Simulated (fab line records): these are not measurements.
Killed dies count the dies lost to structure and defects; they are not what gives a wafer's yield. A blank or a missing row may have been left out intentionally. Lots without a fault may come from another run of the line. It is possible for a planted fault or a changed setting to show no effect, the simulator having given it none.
Split-lot study || flow gf180mcu || on a route of 602 steps: 5 lots, 23 wafers read

== SPLIT DETAILS ==
At GF_M2_SPUTTER_02 (material AlCu, target thk 450 nm, time 23.9 s), the setting time_s was moved away from the recipe's 23.9 s on 6 of the 23 wafers read, by -14.6% to +7.3%. The other wafers ran this setting at the recipe's value.

== FROM THE SPLIT TO THE READING: what the file shows between them, 8 steps ==
- GF_M2_SPUTTER_03: material Ti, target thk 10 nm, time 6.7 s
- GF_M2_SPUTTER_04: material TiN, target thk 50 nm, time 41.7 s
- GF_M2_RS_MEAS_05: measures by four-point-probe
- GF_M2_THK_MEAS_06: measures by xrf
- GF_M2_EXPOSE_11: exposes mask Metal2, target cd 280 nm (also split here: dose_mj)
- GF_M2_PEB_12: peb time 90 s
- GF_M2_DEVELOP_13: develop time 60 s
- GF_M2_CD_MEAS_14: target cd 280 nm

== THE READING ==
oes_product_au, in a.u., at GF_M2_METAL_ETCH_16 (etches the open film in Cl2/BCl3, stops on SiO2, target depth 627.5 nm, time 104.6 s). Fault-free wafers of this fab line usually give 0.972 a.u., standard deviation 0.0057 a.u.

{"wafer": "L080.1", "tool, chamber at the split": "pvd_sputter-03, -", "time_s as run, s": 23.9, "against the recipe": "recipe", "oes_product_au, a.u.": 0.974, "against lot-mates on the recipe": "-"}
{"wafer": "L080.2", "tool, chamber at the split": "pvd_sputter-03, -", "time_s as run, s": 23.9, "against the recipe": "recipe", "oes_product_au, a.u.": 0.973, "against lot-mates on the recipe": "-"}
{"wafer": "L080.3", "tool, chamber at the split": "pvd_sputter-03, -", "time_s as run, s": 23.9, "against the recipe": "recipe", "oes_product_au, a.u.": 0.979, "against lot-mates on the recipe": "-"}
{"wafer": "L080.5", "tool, chamber at the split": "pvd_sputter-03, -", "time_s as run, s": 23.9, "against the recipe": "recipe", "oes_product_au, a.u.": 0.970, "against lot-mates on the recipe": "-"}
{"wafer": "L080.6", "tool, chamber at the split": "pvd_sputter-03, -", "time_s as run, s": 23.9, "against the recipe": "recipe", "oes_product_au, a.u.": 0.977, "against lot-mates on the recipe": "-"}
{"wafer": "L082.1", "tool, chamber at the split": "pvd_sputter-03, -", "time_s as run, s": 25.65, "against the recipe": "+7.3%", "oes_product_au, a.u.": 1.002, "against lot-mates on the recipe": "+0.034"}
{"wafer": "L082.3", "tool, chamber at the split": "pvd_sputter-03, -", "time_s as run, s": 25.65, "against the recipe": "+7.3%", "oes_product_au, a.u.": 0.988, "against lot-mates on the recipe": "+0.020"}
{"wafer": "L082.4", "tool, chamber at the split": "pvd_sputter-03, -", "time_s as run, s": 25.65, "against the recipe": "+7.3%", "oes_product_au, a.u.": 0.986, "against lot-mates on the recipe": "+0.018"}
{"wafer": "L082.5", "tool, chamber at the split": "pvd_sputter-03, -", "time_s as run, s": 23.9, "against the recipe": "recipe", "oes_product_au, a.u.": 0.977, "against lot-mates on the recipe": "-"}
{"wafer": "L082.6", "tool, chamber at the split": "pvd_sputter-03, -", "time_s as run, s": 23.9, "against the recipe": "recipe", "oes_product_au, a.u.": 0.960, "against lot-mates on the recipe": "-"}
{"wafer": "L083.2", "tool, chamber at the split": "pvd_sputter-02, -", "time_s as run, s": 23.9, "against the recipe": "recipe", "oes_product_au, a.u.": 0.968, "against lot-mates on the recipe": "-"}
{"wafer": "L083.3", "tool, chamber at the split": "pvd_sputter-02, -", "time_s as run, s": 23.9, "against the recipe": "recipe", "oes_product_au, a.u.": 0.956, "against lot-mates on the recipe": "-"}
{"wafer": "L083.4", "tool, chamber at the split": "pvd_sputter-02, -", "time_s as run, s": 23.9, "against the recipe": "recipe", "oes_product_au, a.u.": 0.970, "against lot-mates on the recipe": "-"}
{"wafer": "L083.5", "tool, chamber at the split": "pvd_sputter-02, -", "time_s as run, s": 23.9, "against the recipe": "recipe", "oes_product_au, a.u.": 0.969, "against lot-mates on the recipe": "-"}
{"wafer": "L083.6", "tool, chamber at the split": "pvd_sputter-02, -", "time_s as run, s": 23.9, "against the recipe": "recipe", "oes_product_au, a.u.": 0.967, "against lot-mates on the recipe": "-"}
{"wafer": "L084.3", "tool, chamber at the split": "pvd_sputter-02, -", "time_s as run, s": 23.9, "against the recipe": "recipe", "oes_product_au, a.u.": 0.968, "against lot-mates on the recipe": "-"}
{"wafer": "L084.4", "tool, chamber at the split": "pvd_sputter-02, -", "time_s as run, s": 23.9, "against the recipe": "recipe", "oes_product_au, a.u.": 0.977, "against lot-mates on the recipe": "-"}
{"wafer": "L084.6", "tool, chamber at the split": "pvd_sputter-02, -", "time_s as run, s": 23.9, "against the recipe": "recipe", "oes_product_au, a.u.": 0.966, "against lot-mates on the recipe": "-"}
{"wafer": "L085.2", "tool, chamber at the split": "pvd_sputter-03, -", "time_s as run, s": 23.9, "against the recipe": "recipe", "oes_product_au, a.u.": 0.960, "against lot-mates on the recipe": "-"}
{"wafer": "L085.3", "tool, chamber at the split": "pvd_sputter-03, -", "time_s as run, s": 20.42, "against the recipe": "-14.6%", "oes_product_au, a.u.": 0.915, "against lot-mates on the recipe": -0.051}
{"wafer": "L085.4", "tool, chamber at the split": "pvd_sputter-03, -", "time_s as run, s": 20.42, "against the recipe": "-14.6%", "oes_product_au, a.u.": 0.912, "against lot-mates on the recipe": -0.054}
{"wafer": "L085.5", "tool, chamber at the split": "pvd_sputter-03, -", "time_s as run, s": 20.42, "against the recipe": "-14.6%", "oes_product_au, a.u.": 0.899, "against lot-mates on the recipe": -0.067}
{"wafer": "L085.6", "tool, chamber at the split": "pvd_sputter-03, -", "time_s as run, s": 23.9, "against the recipe": "recipe", "oes_product_au, a.u.": 0.973, "against lot-mates on the recipe": "-"}

THE FIT
A straight line over all 23 wafers: oes_product_au changes by +0.00392 a.u. for each +1% of time_s; r = +0.96; the points scatter about the line by 0.0073 a.u.
The same after taking each lot's own level away (the mean of its wafers on the recipe; 23 wafers): +0.00379 a.u. for each +1%; r = +0.96; scatter 0.0063 a.u.
That fit puts the effect of the largest move of time_s on the reading at 0.055 a.u.
Measured against the standard deviation above, the lots' own levels, which go from 0.9660 to 0.9746 a.u., span 1.5 times it.
Hence the lot-to-lot level has little effect on the slope; both slopes agree.
Check: for one of the wafers moved furthest among these (-14.6%), held out of the fit, the line's prediction against its lot-mates is -0.058 a.u. Against them it came out at -0.0515 a.u.

== ADDITIONAL SPLITS CARRIED BY THESE WAFERS ==
Note: prior to the reading, these wafers also went through further splits. Each is held against what the fit with the lots' levels taken away leaves over:
{"other split on the same wafers": "GF_V1_ETCH_17 source_w", "wafers away from the commonest value": 9, "r with oes_product_au (lot level and that fit taken away)": -0.32}
{"other split on the same wafers": "GF_M2_SPUTTER_00 power_w", "wafers away from the commonest value": 8, "r with oes_product_au (lot level and that fit taken away)": -0.08}
{"other split on the same wafers": "GF_M2_EXPOSE_11 dose_mj", "wafers away from the commonest value": 7, "r with oes_product_au (lot level and that fit taken away)": -0.21}

== THE WHOLE CHAIN: every reading that the file lists as answering this split, in the file's order ==
{"step": "GF_M2_SPUTTER_02", "what it does": "material AlCu, target thk 450 nm, time 23.9 s", "reading": "AlCu_of_M2_SPUTTER_02.thk_nm (the simulator's own value, which no gauge read)", "change (the file's fit)": "+4.52 nm for each +1% of the setting", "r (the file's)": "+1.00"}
{"step": "GF_M2_RS_MEAS_05", "what it does": "measures by four-point-probe", "reading": "M2_ALCU_RS", "change (the file's fit)": "-0.000772 for each +1% of the setting", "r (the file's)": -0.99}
{"step": "GF_M2_THK_MEAS_06", "what it does": "measures by xrf", "reading": "M2_ALCU_THK", "change (the file's fit)": "+4.47 for each +1% of the setting", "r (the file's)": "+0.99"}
{"step": "GF_M2_METAL_ETCH_16", "what it does": "etches the open film in Cl2/BCl3, stops on SiO2, target depth 627.5 nm, time 104.6 s", "reading": "oes_product_au", "change (the file's fit)": "+0.00379 a.u. for each +1% of the setting", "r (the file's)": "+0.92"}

== THE FILE'S OWN FIT ==
oes_product_au changes by +0.00379 a.u. for each +1% of time_s, r = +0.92.
